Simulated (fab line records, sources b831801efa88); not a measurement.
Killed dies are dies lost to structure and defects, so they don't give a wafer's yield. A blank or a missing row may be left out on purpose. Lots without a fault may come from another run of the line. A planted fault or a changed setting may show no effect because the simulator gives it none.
Which tool did it? | flow sfq_line | 14 lots, 42 wafers sampled, at 4 steps of a route of 325

WHAT THE GAUGES READ, wafer by wafer
SFQ_L0V_OVL_MEAS_903. Usual: L0V_OVL -1 nm, standard deviation 4.9.
lot  | measured     | on         | L0V_OVL (nm) | flag
L451 | day 7 16:28  | overlay-01 | 2 -1 1       |
L452 | day 7 18:08  | overlay-01 | 6 10 12      |
L453 | day 8 00:08  | overlay-02 | -1 -1 -1     |
L457 | day 9 10:55  | overlay-02 | -13 -9 -15   |
L458 | day 9 15:43  | overlay-01 | 4 2 4        |
L460 | day 10 01:19 | overlay-01 | 0 6 -7       |
L464 | day 10 21:49 | overlay-01 | 8 12 1       |
L466 | day 11 17:01 | overlay-02 | -2 -4 -2     |
L468 | day 12 09:56 | overlay-02 | -4 -1 3      |
L469 | day 12 14:25 | overlay-02 | 0 -2 3       |
L471 | day 13 05:53 | overlay-02 | 3 2 6        |
L472 | day 13 11:53 | overlay-01 | -1 3 -5      |
L473 | day 13 19:05 | overlay-01 | -3 4 2       |
L474 | day 14 02:17 | overlay-02 | -4 -5 -5     |

SFQ_I1_BOW_MEAS_912. Usual: I1_BOW 2 um, standard deviation 7.4.
lot  | measured     | on            | I1_BOW (um) | flag
L451 | day 23 07:20 | film_metro-01 | 4 7 -1      |
L452 | day 23 10:22 | film_metro-04 | 1 -13 0     |
L453 | day 23 13:22 | film_metro-01 | 2 3 3       |
L457 | day 25 14:04 | film_metro-04 | 5 -4 0      |
L458 | day 26 08:47 | film_metro-04 | 13 15 8     |
L460 | day 26 14:49 | film_metro-04 | -6 3 8      |
L464 | day 27 03:08 | film_metro-01 | -5 -2 -2    |
L466 | day 27 09:41 | film_metro-01 | 3 -12 0     |
L468 | day 27 12:39 | film_metro-04 | 8 11 11     |
L469 | day 27 15:05 | film_metro-01 | 13 9 6      |
L471 | day 27 18:05 | film_metro-04 | 2 2 -5      |
L472 | day 27 18:40 | film_metro-01 | 5 1 0       |
L473 | day 27 21:05 | film_metro-02 | 8 3 -4      |
L474 | day 28 00:07 | film_metro-01 | 8 -2 -6     |

SFQ_I2_BOW_MEAS_917. Usual: I2_BOW 3 um, standard deviation 8.4.
lot  | measured     | on            | I2_BOW (um) | flag
L451 | day 36 16:53 | film_metro-04 | 3 8 -2      |
L452 | day 36 19:54 | film_metro-04 | -2 -15 -2   |
L453 | day 36 21:06 | film_metro-02 | 1 2 3       |
L457 | day 38 10:17 | film_metro-02 | 8 -2 2      |
L458 | day 39 10:25 | film_metro-04 | 18 20 12    |
L460 | day 39 20:33 | film_metro-04 | -5 3 7      |
L464 | day 40 05:33 | film_metro-02 | -6 -3 -3    |
L466 | day 40 09:28 | film_metro-02 | 11 -5 9     |
L468 | day 40 14:31 | film_metro-02 | 10 12 12    |
L469 | day 40 15:25 | film_metro-03 | 20 17 15    |
L471 | day 40 20:31 | film_metro-03 | 2 2 -6      |
L472 | day 40 21:26 | film_metro-04 | 7 3 1       |
L473 | day 40 23:31 | film_metro-02 | 2 -1 -9     |
L474 | day 41 03:26 | film_metro-02 | 13 4 -2     |

WHICH TOOL RAN EACH LOT (tool, then ch and the chambers of the sampled wafers, then the start)
lot  | SFQ_TRILAYER_M0_LITHO_COAT_026
L451 | litho_track-03 ch 0, day 7 17:40
L452 | litho_track-03 ch 0, day 7 19:35
L453 | litho_track-02 ch 0, day 8 01:23
L457 | litho_track-02 ch 0, day 9 12:06
L458 | litho_track-03 ch 0, day 9 16:54
L460 | litho_track-02 ch 0, day 10 02:36
L464 | litho_track-01 ch 0, day 10 23:06
L466 | litho_track-01 ch 0, day 11 18:18
L468 | litho_track-01 ch 0, day 12 11:08
L469 | litho_track-01 ch 0, day 12 15:36
L471 | litho_track-03 ch 0, day 13 07:05
L472 | litho_track-03 ch 0, day 13 13:08
L473 | litho_track-01 ch 0, day 13 20:17
L474 | litho_track-03 ch 0, day 14 03:32
- SFQ_TRILAYER_M0_LITHO_COAT_026: resist thk 62 nm.

WHAT THE TOOLS THEMSELVES READ (means of the sampled wafers that have a number; where no wafer has one, the mark that the record gives instead)
SFQ_TRILAYER_M0_LITHO_COAT_026. Usual: spin_speed_rpm 3000.0 rpm, standard deviation 1.8.
lot  | tool           | spin_speed_rpm (rpm) | flag
L451 | litho_track-03 | 3001.0               |
L452 | litho_track-03 | 3000.1               |
L453 | litho_track-02 | 3003.3               |
L457 | litho_track-02 | 3184.6               | OFF
L458 | litho_track-03 | 3000.1               |
L460 | litho_track-02 | 3184.1               | OFF
L464 | litho_track-01 | 2999.5               |
L466 | litho_track-01 | 2997.8               |
L468 | litho_track-01 | 3000.3               |
L469 | litho_track-01 | 3000.3               |
L471 | litho_track-03 | 3000.0               |
L472 | litho_track-03 | 3002.2               |
L473 | litho_track-01 | 3000.7               |
L474 | litho_track-03 | 2999.9               |

THE ANSWER, worked out from the rows above alone
Rule: a lot is off if the mean of its wafers that have a number lies more than 3 standard deviations from the usual mean. A lot without any number at a reading at which 4 lots or more have one is off too. The other lots that the step has rows for count as sound. The gauges are gone through in route order, then the tools' own readings, and for those a lot's mean is taken as printed above. The first step at which some lot is off is used, and at that step the reading that is off furthest; a lot without a number counts as furthest.
Off: L457, L460, at SFQ_TRILAYER_M0_LITHO_COAT_026 (spin_speed_rpm).
A tool fits if, at that step or a process step before it, it ran every lot that is off, and no sound lot after the first of them. One fits: litho_track-02 at SFQ_TRILAYER_M0_LITHO_COAT_026. Its last sound lot is L453 (day 8 01:23), its first lot that is off L457 (day 9 12:06): a fault that began between those two fits.
The tool's own readings at SFQ_TRILAYER_M0_LITHO_COAT_026 bear it out: on the lots that are off they differ by more than 5 times the standard deviation of the sound lots' means. spin_speed_rpm reads 3184.3 rpm there against 3000.4 rpm on the sound lots.

WHAT THE SIMULATOR HAD PUT IN
Process parameter drift: litho_track-02, from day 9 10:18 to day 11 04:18, at SFQ_TRILAYER_M0_LITHO_COAT_026. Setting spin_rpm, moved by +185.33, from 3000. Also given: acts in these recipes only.
Lots struck among those shown: L457, L460. The rule above found the same.
